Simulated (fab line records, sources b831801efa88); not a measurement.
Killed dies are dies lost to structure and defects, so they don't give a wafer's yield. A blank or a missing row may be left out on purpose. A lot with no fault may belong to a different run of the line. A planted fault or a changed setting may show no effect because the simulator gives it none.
2 desks, one fault | flow sky130 | only its own numbers are on each desk; what lay behind them is given at the end

## THE TOOL OWNER'S DESK: furnace-01
The tool's own readings at SKY_GATE_OXIDE_OXIDATION_16 (stabilise 600 s, purge 300 s, target thk 3.57 nm): means of the sampled wafers that have a number, for each lot that ran on this tool. A lot is out of limits, marked OUT, if its mean lies more than 4 standard deviations from the usual mean; the brackets give that distance.
Columns: A = spike-tc-bottom-C at SKY_GATE_OXIDE_OXIDATION_16, usual 820.3 C
lot  | first seen here | A
L909 | day 16 14:35    | 822.7
L918 | day 20 01:29    | 822.0
L919 | day 20 01:29    | 821.7
This desk's finding: nothing out of limits on any of the 3 lots.

## THE METROLOGY DESK
Means of the sampled wafers that have a number, per lot and without regard to the tool the lot ran on: this is what the gauges read. A lot is out of limits, marked OUT, if its mean lies more than 4 standard deviations from the usual mean; the brackets give that distance.
Columns: A = GATE_OXIDE_OVL at SKY_GATE_OXIDE_OVL_MEAS_10, usual 1.1 nm; B = GATE_OXIDE_TW at SKY_GATE_OXIDE_TW_MEAS_14, usual 223.2
lot  | first seen here | A    | B
L904 | day 14 23:24    | 0.2  | 222.8
L909 | day 16 14:06    | 1.5  | 222.0
L918 | day 20 00:51    | -0.3 | 222.8
L919 | day 20 00:55    | 0.2  | 222.1
L922 | day 21 05:27    | 2.3  | 223.5
L923 | day 21 10:21    | -1.4 | 223.9
This desk's finding: nothing out of limits on any of the 6 lots.

## ALL TOGETHER
The tool owner's desk saw nothing out of limits.
The metrology desk saw nothing out of limits.

## WHAT THE SIMULATOR HAD PUT IN
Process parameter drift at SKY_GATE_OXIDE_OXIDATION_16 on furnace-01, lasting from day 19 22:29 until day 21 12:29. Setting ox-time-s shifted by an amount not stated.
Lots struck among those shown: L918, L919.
